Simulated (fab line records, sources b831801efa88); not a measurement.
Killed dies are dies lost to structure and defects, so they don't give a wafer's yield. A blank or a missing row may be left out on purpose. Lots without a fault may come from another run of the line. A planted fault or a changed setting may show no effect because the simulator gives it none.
A struck lot beside a sound one | flow gf180mcu | 27 steps out of a route of 602
Sound: wafers L791.1, L791.2, L791.6. Struck: wafers L803.4, L803.5, L803.6. The cause comes at the end.
At each step with rows: each side's tool, then ch and its chambers, then its first start. Under that, the readings that differ: sound wafers | struck wafers | difference of the means | sigmas: that difference in standard deviations of wafers without a fault.
alike: readings whose means differ by less than 2 such deviations, and words and numbers that are the same on both sides. not compared: withheld readings, readings that some wafer has no value for, bounds like >300 that may hide the same value, and numbers for which the record gives no deviation and whose values overlap.
The two part at a step that has a row with sigmas, a row that says differs or no value, or rows on one side only. Numbers that don't overlap but have no deviation are shown without sigmas and don't part them. A reading that every wafer of one side lacks parts them only if that side has two wafers or more.

GF_HV_LDD_ETCHBACK_58: etches Si3N4 in CH3F/O2, stops on SiO2, time 100 s, target depth 90 nm.
  sound on rie_diel-03 ch 0,1, day 12 13:49; struck on rie_diel-03 ch 1,2,3, day 17 06:15
  alike: drypump_motor_current_A, oes_product_au, throttle_valve_pct
  not compared: rf_hours_counter_h
then, 7 steps without rows for these wafers: GF_NSD_DEHYDRATE_00 (time 60 s); GF_NSD_HMDS_01 (prime time 60 s); GF_NSD_COAT_02 (resist thk 1000 nm); GF_NSD_SOFTBAKE_03 (time 60 s); GF_NSD_EXPOSE_04 (exposes mask Nplus, target cd 400 nm); GF_NSD_PEB_05; GF_NSD_DEVELOP_06 (develop time 60 s).
GF_NSD_CD_MEAS_07: target cd 400 nm.
  sound on cd_sem-01, day 13 09:26; struck on cd_sem-02, day 18 05:43
  alike: cd_nm
GF_NSD_OVL_MEAS_08:
  sound on overlay-02, day 13 09:33; struck on overlay-02, day 18 05:47
  alike: NSD_OVL
then, 2 steps without rows for these wafers: GF_NSD_IMPLANT_09; GF_NSD_IMPLANT_10.
GF_NSD_STRIP_11: strips in O2/N2.
  sound on plasma_asher-04 ch 0,1, day 13 09:53; struck on plasma_asher-03 ch 0,1, day 18 06:08
  no value came back on the struck wafers for any of 5 readings (chamber_pressure_mTorr (mTorr), drypump_motor_current_A (A) and others); on the sound wafers chamber_pressure_mTorr (mTorr) reads 1498.6 1501.2 1500.7
  reading                                  | sound | struck         | difference | sigmas
  model.NOVOLAK_of_NSD_COAT_02.thk_nm (nm) | 0 0 0 | 1002 1003 1002 | +1002      |
  not compared: rf_hours_counter_h
GF_NSD_TW_MEAS_12:
  sound on film_metro-03, day 13 09:59; struck on film_metro-04, day 18 06:14
  reading | sound          | struck         | difference | sigmas
  NSD_TW  | 4174 4140 4138 | 4291 4306 4328 | +158       | +3
then, 7 steps without rows for these wafers: GF_PSD_DEHYDRATE_00 (time 60 s); GF_PSD_HMDS_01 (prime time 60 s); GF_PSD_COAT_02 (resist thk 1000 nm); GF_PSD_SOFTBAKE_03 (time 60 s); GF_PSD_EXPOSE_04 (exposes mask Pplus, target cd 400 nm); GF_PSD_PEB_05; GF_PSD_DEVELOP_06 (develop time 60 s).
GF_PSD_CD_MEAS_07: target cd 400 nm.
  sound on cd_sem-02, day 14 06:23; struck on cd_sem-02, day 19 05:55
  alike: cd_nm
GF_PSD_OVL_MEAS_08:
  sound on overlay-01, day 14 06:30; struck on overlay-01, day 19 05:59
  alike: PSD_OVL
then, 1 step without rows for these wafers: GF_PSD_IMPLANT_09.
GF_PSD_STRIP_10: strips in O2/N2.
  sound on plasma_asher-04 ch 0,1, day 14 06:41; struck on plasma_asher-03 ch 0,1, day 19 06:11
  reading                      | sound             | struck            | difference | sigmas
  oes_product_au (a.u.)        | 0.589 0.587 0.595 | 0.653 0.657 0.658 | +0.066     | +14
  strip_time_to_endpoint_s (s) | 16.53 16.50 16.55 | 31.48 31.46 31.45 | +14.94     | +99 or more
  alike: chamber_pressure_mTorr, drypump_motor_current_A, heater_power_w
  not compared: rf_hours_counter_h
GF_PSD_TW_MEAS_11:
  sound on film_metro-03, day 14 06:47; struck on film_metro-01, day 19 06:17
  reading | sound          | struck   | difference | sigmas
  PSD_TW  | 3135 3134 3147 | 30 30 30 | -3109      | -84
then, 1 step without rows for these wafers: GF_PSD_CLEAN_12 (cleans in SC1/SC2, time 150 s).

WHERE THEY PART
First at GF_NSD_STRIP_11; last, within this record, at GF_PSD_TW_MEAS_11.

WHY: what the simulator had put in
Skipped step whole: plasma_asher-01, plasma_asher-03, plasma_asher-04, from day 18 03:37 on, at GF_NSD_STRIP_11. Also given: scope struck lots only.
